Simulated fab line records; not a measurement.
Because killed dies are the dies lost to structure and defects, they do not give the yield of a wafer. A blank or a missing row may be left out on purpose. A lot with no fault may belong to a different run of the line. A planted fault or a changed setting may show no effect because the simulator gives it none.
Struck lot and sound lot, side by side || flow sfq_line || 15 out of 325 route steps
Sound: these wafers, L225.3, L225.4, L225.5. Struck: wafer L234.1 (left out: L234.6, a lot-mate that was not struck); the cause follows at the end.
For every step that has rows: the tool of each side, followed by ch and its chambers, followed by its first start. Under that, the readings that differ: sound wafers || struck wafers || difference of the means || sigmas: that difference in standard deviations of wafers without a fault.
alike: a reading whose means differ by less than 2 such deviations, as well as words and numbers matching on both sides. not compared: withheld readings; readings where some wafer has no value; bounds like >300 that might hide an equal value; numbers whose values overlap and for which the record gives no deviation.
A row with sigmas, a row that says differs or no value, or rows on one side alone: a step with any of these is where the two part. Non-overlapping numbers with no deviation appear without sigmas and do not part them. Lack of a reading on every wafer of one side parts them only where that side has two or more wafers.

first, 1 step without rows for these wafers: SFQ_TRILAYER_M2_STRIP_SOLV_CLEAN_062 (cleans in NMP, time 600 s).
SFQ_TRILAYER_I2_DEP_PECVD_063: deposits SiO2 from SiH4/N2O, time 111.11 s, target thk 500 nm.
  sound on pecvd-04 ch 0,1,2, day 24 17:10; struck on pecvd-04 ch 2, day 27 04:37
  alike: heater_power_w, throttle_valve_pct
SFQ_TRILAYER_I2_CMP_CMP_064: polishes SiO2.
  sound on cmp-02 ch 0,2, day 24 17:44; struck on cmp-01 ch 0, day 27 15:29
  alike: motor_current_A, retaining_ring_pressure_frac, time_to_endpoint_s
SFQ_I2_BOW_MEAS_917:
  sound on film_metro-02 at day 24 20:17; struck on film_metro-01 at day 27 16:59
  alike: I2_BOW
SFQ_TRILAYER_I2_METRO_MEASURE_065:
  sound on film_metro-02 at day 24 20:46; struck on film_metro-01 at day 27 17:06
  alike: thk_nm
then, 6 steps without rows for these wafers: SFQ_TRILAYER_I2_VIA_LITHO_COAT_072 (resist thk 62 nm); SFQ_TRILAYER_I2_VIA_LITHO_COAT_067 (resist thk 650 nm); SFQ_TRILAYER_I2_VIA_LITHO_SOFTBAKE_071; SFQ_TRILAYER_I2_VIA_LITHO_EXPOSE_068 (exposes mask I2, target cd 500 nm); SFQ_TRILAYER_I2_VIA_LITHO_PEB_070 (peb time 60 s); SFQ_TRILAYER_I2_VIA_LITHO_DEVELOP_069 (time 60 s).
-- the record jumps here: 3 days lie between the struck wafers' starts before and after --
SFQ_I2_OVL_MEAS_918:
  sound on overlay-02 at day 27 18:01; struck on overlay-02 at day 31 01:38
  alike: I2_OVL
SFQ_TRILAYER_I2_VIA_BARC_OPEN_VIA_ETCH_096: etches BARC in O2, target depth 125 nm, time 41.7 s.
  sound on rie_diel-01 ch 2,3, day 27 18:03; struck on rie_diel-01 ch 2, day 31 01:40
{"reading": "model.KrF_of_TRILAYER_I2_VIA_LITHO_COAT_067.thk_nm (nm)", "sound": "569.7 571.3 572", "struck": 549.8, "difference": -21.2, "sigmas": ""}
  alike: bias_w, drypump_motor_current_A, oes_product_au
  not compared: rf_hours_counter_h
SFQ_TRILAYER_I2_VIA_ETCH_VIA_ETCH_070: etches SiO2 in CHF3, stops on Nb, target depth 260 nm.
  sound on rie_diel-01 ch 2,3, day 27 18:05; struck on rie_diel-01 ch 2, day 31 01:43
{"reading": "model.KrF_of_TRILAYER_I2_VIA_LITHO_COAT_067.thk_nm (nm)", "sound": "524.7 526.9 527.1", "struck": 505, "difference": -21, "sigmas": ""}
  alike: bias_w, drypump_motor_current_A, oes_product_au
SFQ_TRILAYER_I2_VIA_STRIP_STRIP_071: strips in O2.
  sound on rie_metal-01 ch 0,1, day 27 18:24; struck on rie_metal-02 ch 0, day 31 01:49
{"reading": "drypump_motor_current_A (A)", "sound": "5.0 5.8 5.0", "struck": 6.3, "difference": "+1.0", "sigmas": "+2"}
{"reading": "rf_hours_counter_h (h)", "sound": "- - -", "struck": 85, "difference": "no value on the sound wafers", "sigmas": ""}
  alike: oes_product_au

## WHERE THEY PART
Within this record, at SFQ_TRILAYER_I2_VIA_STRIP_STRIP_071 only.

WHY: what the simulator had put in
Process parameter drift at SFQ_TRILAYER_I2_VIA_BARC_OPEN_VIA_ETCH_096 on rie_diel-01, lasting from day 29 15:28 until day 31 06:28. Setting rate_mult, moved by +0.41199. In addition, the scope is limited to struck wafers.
